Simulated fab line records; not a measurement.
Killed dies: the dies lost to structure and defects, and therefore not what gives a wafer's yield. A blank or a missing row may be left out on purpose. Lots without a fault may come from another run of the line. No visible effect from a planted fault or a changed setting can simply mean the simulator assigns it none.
What tool caused it?    flow sky130    30 wafers from 10 lots sampled at 6 of the route's 708 steps

== WHAT THE GAUGES READ, wafer by wafer ==
SKY_VIA3_RS_MEAS_22: the measuring method here is four-point-probe.
lot   measured      on            VIA3_W_RS (ohm/sq)
L873  day 39 09:07  filmMetro-02  0.294 0.296 0.295
L876  day 42 02:20  filmMetro-01  0.290 0.291 0.291
L877  day 42 06:08  filmMetro-01  0.290 0.298 0.296
L880  day 42 15:20  filmMetro-01  0.295 0.292 0.293
L879  day 42 18:33  filmMetro-02  0.289 0.291 0.287
L882  day 42 20:02  filmMetro-02  0.293 0.290 0.291
L883  day 42 21:02  filmMetro-02  0.300 0.299 0.298
L888  day 44 16:14  filmMetro-03  0.288 0.289 0.291
L886  day 44 16:40  filmMetro-02  0.296 0.290 0.292
L895  day 46 02:32  filmMetro-03  0.293 0.297 0.296

SKY_VIA4_THK_MEAS_20: measures by xrf.
lot   measured      on            VIA4_W_THK (nm)
L873  day 42 12:02  filmMetro-03  498 495 500
L876  day 45 01:37  filmMetro-04  498 498 506
L877  day 45 03:46  filmMetro-04  502 505 512
L880  day 45 16:53  filmMetro-04  502 508 503
L879  day 45 20:08  filmMetro-03  505 497 500
L882  day 45 21:19  filmMetro-02  492 500 494
L883  day 45 21:22  filmMetro-04  506 501 512
L888  day 47 11:02  filmMetro-02  501 504 494
L886  day 47 12:59  filmMetro-04  501 502 489
L895  day 48 19:32  filmMetro-02  504 500 502

SKY_METAL5_RS_MEAS_05: the measuring method here is four-point-probe.
lot   measured      on            METAL5_ALCU_RS (ohm/sq)
L873  day 42 12:34  filmMetro-03  0.0271 0.0271 0.0271
L876  day 45 02:09  filmMetro-04  0.0270 0.0269 0.0267
L877  day 45 04:18  filmMetro-04  0.0274 0.0276 0.0276
L880  day 45 17:25  filmMetro-03  0.0273 0.0270 0.0274
L879  day 45 20:41  filmMetro-04  0.0264 0.0274 0.0273
L882  day 45 22:00  filmMetro-01  0.0263 0.0268 0.0268
L883  day 45 22:17  filmMetro-01  0.0276 0.0271 0.0272
L888  day 47 11:49  filmMetro-03  0.0283 0.0280 0.0283 0.0283 0.0280 0.0284
L886  day 47 13:31  filmMetro-01  0.0281 0.0285 0.0284 0.0281 0.0286 0.0284
L895  day 48 20:04  filmMetro-01  0.0268 0.0268 0.0268

SKY_METAL5_THK_MEAS_06: measures by xrf.
lot   measured      on            METAL5_ALCU_THK (nm)
L873  day 42 12:41  filmMetro-03  1143 1143 1143
L876  day 45 02:16  filmMetro-04  1142 1143 1152
L877  day 45 04:25  filmMetro-04  1126 1116 1119
L880  day 45 17:32  filmMetro-03  1138 1153 1135
L879  day 45 20:47  filmMetro-04  1166 1133 1134
L882  day 45 22:07  filmMetro-01  1179 1168 1161
L883  day 45 22:22  filmMetro-01  1124 1139 1146
L888  day 47 13:53  filmMetro-03  1085 1107 1092 1087 1106 1088
L886  day 47 15:35  filmMetro-01  1104 1082 1085 1101 1085 1093
L895  day 48 20:11  filmMetro-01  1159 1149 1151

== WHICH TOOL RAN EACH LOT (tool, then ch and the chambers of the sampled wafers, then the start) ==
lot   SKY_VIA3_STRIP_16                    SKY_METAL5_SPUTTER_02
L873  plasmaAsher-02 ch 0,1, day 39 08:13  pvdSputter-03, day 42 12:26
L876  plasmaAsher-03 ch 0,1, day 42 01:34  pvdSputter-02, day 45 02:02
L877  plasmaAsher-02 ch 1, day 42 05:06    pvdSputter-03, day 45 04:11
L880  plasmaAsher-02 ch 0,1, day 42 14:03  pvdSputter-02, day 45 17:17
L879  plasmaAsher-03 ch 1, day 42 17:42    pvdSputter-03, day 45 20:32
L882  plasmaAsher-04 ch 0,1, day 42 19:12  pvdSputter-03, day 45 21:53
L883  plasmaAsher-02 ch 0,1, day 42 20:14  pvdSputter-02, day 45 22:06
L888  plasmaAsher-04 ch 0,1, day 44 15:12  pvdSputter-02, day 47 11:41
L886  plasmaAsher-02 ch 0,1, day 44 15:33  pvdSputter-02, day 47 13:22
L895  plasmaAsher-02 ch 0, day 46 01:45    pvdSputter-01, day 48 19:56
- SKY_VIA3_STRIP_16: strips in O2/N2.
- SKY_METAL5_SPUTTER_02: material AlCu, target thk 1150 nm, time 61.2 s.

== WHAT THE TOOLS THEMSELVES READ (means of the sampled wafers that have a number; where no wafer has one, the mark that the record gives instead) ==
SKY_VIA3_STRIP_16.
lot   tool            drypumpMotorCurrentA (A)  oesProductAu (a.u.)  stripTimeToEndpointS (s)
L873  plasmaAsher-02  5.7                       0.407                4.140
L876  plasmaAsher-03  5.9                       0.403                4.119
L877  plasmaAsher-02  4.8                       0.401                4.185
L880  plasmaAsher-02  5.2                       0.399                4.082
L879  plasmaAsher-03  6.2                       0.402                4.094
L882  plasmaAsher-04  5.8                       0.402                4.112
L883  plasmaAsher-02  5.7                       0.402                4.140
L888  plasmaAsher-04  5.8                       0.399                4.123
L886  plasmaAsher-02  5.2                       0.404                4.151
L895  plasmaAsher-02  6.1                       0.403                4.104

SKY_METAL5_SPUTTER_02.
lot   tool           cathodeDcPowerW (W)  throttleValvePct (%)
L873  pvdSputter-03  10598                30.1
L876  pvdSputter-02  10600                29.6
L877  pvdSputter-03  10600                30.1
L880  pvdSputter-02  10601                29.4
L879  pvdSputter-03  10601                30.0
L882  pvdSputter-03  10601                29.8
L883  pvdSputter-02  10600                29.8
L888  pvdSputter-02  10037                29.5
L886  pvdSputter-02  10040                29.1
L895  pvdSputter-01  10600                30.2

== THE ANSWER, worked out from the rows above alone ==
Rule: the lots themselves supply what counts as usual. Put in order of their means at a reading, lots are off if they are a third of the lots or fewer, leave a main group of 4 or more, and stand apart from it by a gap of 3 or more times the standard deviation of the main group's means; of several such gaps the widest counts. A main group is skipped when, at the precision printed for the reading in the tables above, its means are all equal. A lot without any number at a reading at which 4 lots or more have one is off too. Where the step has rows for the other lots, those lots are counted as sound. First the gauges in route order, then the tools' own readings, where a lot's mean is used as printed above. The first step at which some lot is off is used, and at that step the reading that is off furthest; a lot without a number counts as furthest.
Off, at SKY_METAL5_SPUTTER_02 on cathodeDcPowerW: L888, L886. For the main group the mean is 10600 W and the standard deviation 0.93.
If a tool, at that step or one of the process steps before it, ran each lot that is off and ran no sound lot following the first of them, it fits. One fits: pvdSputter-02 at SKY_METAL5_SPUTTER_02. A fault onset in the window from L883 (day 45 22:06, its last sound lot) to L888 (day 47 11:41, its first lot off) fits.
On the lots that are off, the tool's own readings at SKY_METAL5_SPUTTER_02 differ by more than 5 times the standard deviation of the sound lots' means, which bears it out; cathodeDcPowerW reads 10038 W there versus 10600 W on the sound lots.

== WHAT HAD BEEN PUT IN BY THE SIMULATOR ==
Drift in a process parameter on pvdSputter-02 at SKY_METAL5_SPUTTER_02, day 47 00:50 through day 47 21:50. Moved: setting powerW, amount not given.
Lots struck among those shown: L888, L886. The same result came from the rule above.
